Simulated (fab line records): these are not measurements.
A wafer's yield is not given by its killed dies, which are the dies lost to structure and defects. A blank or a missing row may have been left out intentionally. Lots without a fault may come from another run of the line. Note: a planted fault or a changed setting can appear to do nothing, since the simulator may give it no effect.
Comparing a struck lot with a sound one :: flow sky130 :: 42 steps out of a route of 708
Sound: the wafers L189.1, L189.5, L189.6. Wafers struck: L197.2, L197.3, L197.5. The cause is given at the end.
Per side, at each step with rows, come the tool, then ch with its chambers, and then its first start. Under that, the readings that differ: sound wafers :: struck wafers :: difference of the means :: sigmas: that difference in standard deviations of wafers without a fault.
alike: a reading whose means differ by less than 2 such deviations, as well as words and numbers matching on both sides. not compared: withheld readings; readings where some wafer has no value; bounds like >300 that might hide an equal value; numbers whose values overlap and for which the record gives no deviation.
A row with sigmas, a row that says differs or no value, or rows on one side alone: a step with any of these is where the two part. Numbers that have no deviation but don't overlap get no sigmas and don't part them. Lack of a reading on every wafer of one side parts them only where that side has two or more wafers.

first, 1 step without rows for these wafers: SKY_DNWELL_IMPLANT_07.
SKY_DNWELL_STRIP_08: strips in O2/N2.
  sound on plasma asher-01 ch 0,1, day 3 00:31; struck on plasma asher-01 ch 0,1, day 4 21:46
  alike: drypump motor current A, oes product au, strip time to endpoint s
  not compared: rf hours counter h
SKY_DNWELL_TW_MEAS_09:
  sound on film metro-03 at day 3 00:37; struck on film metro-04 at day 4 21:52
  alike: DNWELL_TW
then, 7 steps without rows for these wafers: SKY_PWDE_DEHYDRATE_00 (time 60 s); SKY_PWDE_HMDS_01 (prime time 60 s); SKY_PWDE_COAT_02 (resist thk 3000 nm); SKY_PWDE_SOFTBAKE_03; SKY_PWDE_EXPOSE_04 (exposes mask PWDEM, target cd 840 nm); SKY_PWDE_PEB_05; SKY_PWDE_DEVELOP_06 (develop time 60 s).
SKY_PWDE_OVL_MEAS_07:
  sound on overlay-02 at day 3 15:22; struck on overlay-02 at day 5 15:04
  alike: PWDE_OVL
next, for these wafers, 1 step has no rows: SKY_PWDE_IMPLANT_08.
SKY_PWDE_STRIP_09: strips in O2/N2.
  sound on plasma asher-02 ch 0,1, day 3 15:33; struck on plasma asher-02 ch 1, day 5 15:15
  alike: drypump motor current A, oes product au, strip time to endpoint s
  not compared: rf hours counter h
SKY_PWDE_TW_MEAS_10:
  sound on film metro-03 at day 3 15:39; struck on film metro-04 at day 5 15:22
  alike: PWDE_TW
then, 7 steps without rows for these wafers: SKY_NWELL_DEHYDRATE_03 (time 60 s); SKY_NWELL_HMDS_04 (prime time 60 s); SKY_NWELL_COAT_05 (resist thk 3000 nm); SKY_NWELL_SOFTBAKE_06; SKY_NWELL_EXPOSE_07 (exposes mask NWM, target cd 840 nm); SKY_NWELL_PEB_08; SKY_NWELL_DEVELOP_09 (develop time 60 s).
SKY_NWELL_OVL_MEAS_10:
  sound on overlay-02 at day 4 07:10; struck on overlay-02 at day 6 09:37
  alike: NWELL_00_OVL
then, 3 steps without rows for these wafers: SKY_NWELL_IMPLANT_11; SKY_NWELL_IMPLANT_12; SKY_NWELL_IMPLANT_13.
SKY_NWELL_STRIP_14: strips in O2/N2.
  sound on plasma asher-03 ch 0,1, day 4 07:40; struck on plasma asher-01 ch 0,1, day 6 10:06
  alike: drypump motor current A, oes product au, strip time to endpoint s
  not compared: rf hours counter h
SKY_NWELL_TW_MEAS_15:
  sound on film metro-01 at day 4 07:46; struck on film metro-01 at day 6 10:13
  alike: NWELL_TW
then, 7 steps without rows for these wafers: SKY_NWELL_DEHYDRATE_16 (time 60 s); SKY_NWELL_HMDS_17 (prime time 60 s); SKY_NWELL_COAT_18 (resist thk 3000 nm); SKY_NWELL_SOFTBAKE_19; SKY_NWELL_EXPOSE_20 (exposes mask NWM COMPLEMENT, target cd 840 nm); SKY_NWELL_PEB_21; SKY_NWELL_DEVELOP_22 (develop time 57.51 s).
SKY_NWELL_OVL_MEAS_23:
  sound on overlay-02 at day 5 00:25; struck on overlay-01 at day 7 05:40
  alike: NWELL_01_OVL
next, for these wafers, 1 step has no rows: SKY_NWELL_IMPLANT_24.
SKY_NWELL_STRIP_25: strips in O2/N2.
  sound on plasma asher-04 ch 0,1, day 5 00:36; struck on plasma asher-01 ch 0,1, day 7 05:51
reading: drypump motor current A (A)
sound: 6.4 6.4 5.7
struck: 5.8 4.9 4.9
difference: -1.0
sigmas: -2

reading: strip time to endpoint s (s)
sound: 36.83 36.78 36.88
struck: 37.02 36.97 37.09
difference: +0.20
sigmas: +2
  alike: oes product au
  not compared: rf hours counter h
SKY_NWELL_TW_MEAS_26:
  sound on film metro-01 at day 5 00:42; struck on film metro-04 at day 7 05:58
  alike: NWELL_2_TW
then, 1 step without rows for these wafers: SKY_NWELL_CLEAN_27 (cleans in SC1/SC2, time 150 s).
SKY_NWELL_RTA_28: time 30 s.
  sound on rtp anneal-01 ch 0, day 5 00:49; struck on rtp anneal-01 ch 0, day 7 06:05
  alike: anneal temp c max, lamp power pct, wafer_temp_C_max
SKY_NWELL_RS_MEAS_29: measures by four-point-probe.
  sound on film metro-04 at day 5 00:55; struck on film metro-04 at day 7 06:11
  alike: NWELL_RS
-- the record jumps here: 40 days lie between the struck wafers' starts before and after (it left off in module NWELL and takes up again in module PAD_OPEN, whose first step shown is number 708 of the route) --
SKY_PAD_OPEN_PROBE_99:
  the record has rows for the struck wafers here (prober-01, day 47 16:12) and none for the sound ones

## WHERE THEY PART
Earliest at SKY_NWELL_STRIP_25; latest, in this record, at SKY_PAD_OPEN_PROBE_99.

WHY: what had been put in by the simulator
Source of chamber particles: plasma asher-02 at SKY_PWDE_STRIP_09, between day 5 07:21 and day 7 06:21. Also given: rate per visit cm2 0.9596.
